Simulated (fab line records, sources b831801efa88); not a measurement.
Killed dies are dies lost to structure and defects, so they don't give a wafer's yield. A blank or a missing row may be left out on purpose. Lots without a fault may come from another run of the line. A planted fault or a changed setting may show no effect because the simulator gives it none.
Chamber matching | flow sky130 | SKY_LI_CONTACT_CMP_24 on cmp-01: 4 sister chambers
The step polishes, stops on PSG, t overpolish 20 s, target thk 0 nm. 4 wafers are shown with their chamber, then 7 later ones without.

WAFERS WITH THEIR CHAMBER
wafer  | chamber | overpolish_run_s (s)
L555.3 | 2       | 20.001
L555.4 | 3       | 19.999
L557.1 | 0       | 20.023
L557.2 | 1       | 19.991

WAFERS WITHOUT THEIR CHAMBER
wafer  | overpolish_run_s (s)
L557.4 | 20.006
L564.3 | 19.994
L564.5 | 20.014
L564.6 | 19.994
L570.1 | 19.999
L570.3 | 19.982
L570.4 | 19.999

WHICH CHAMBER EACH WENT THROUGH
wafer  | from the rows above          | in truth
L557.4 | can't be placed: 2 or 3 or 1 | 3
L564.3 | can't be placed: 1 or 3 or 2 | 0
L564.5 | can't be placed: 0 or 2 or 3 | 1
L564.6 | can't be placed: 1 or 3 or 2 | 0
L570.1 | can't be placed: 3 or 2 or 1 | 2
L570.3 | can't be placed: 1 or 3 or 2 | 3
L570.4 | can't be placed: 3 or 2 or 1 | 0
Placed correctly: 0 of 7. Can't be placed from these rows: 7 (the true chamber is among the candidates in 3). Placed wrongly: 0.
How it was worked out, from the rows above alone: a wafer's distance from a chamber is the root of the sum, over the readings, of the square of ((its reading less the chamber's mean) divided by the reading's scatter). The wafer belongs to the nearest chamber; if the next one is less than 2 further off, it can't be placed. A chamber's mean is the mean of its shown wafers. The scatter: with one shown wafer a chamber, the root of the mean of the squares of how far each hidden wafer lies from its nearest shown one.
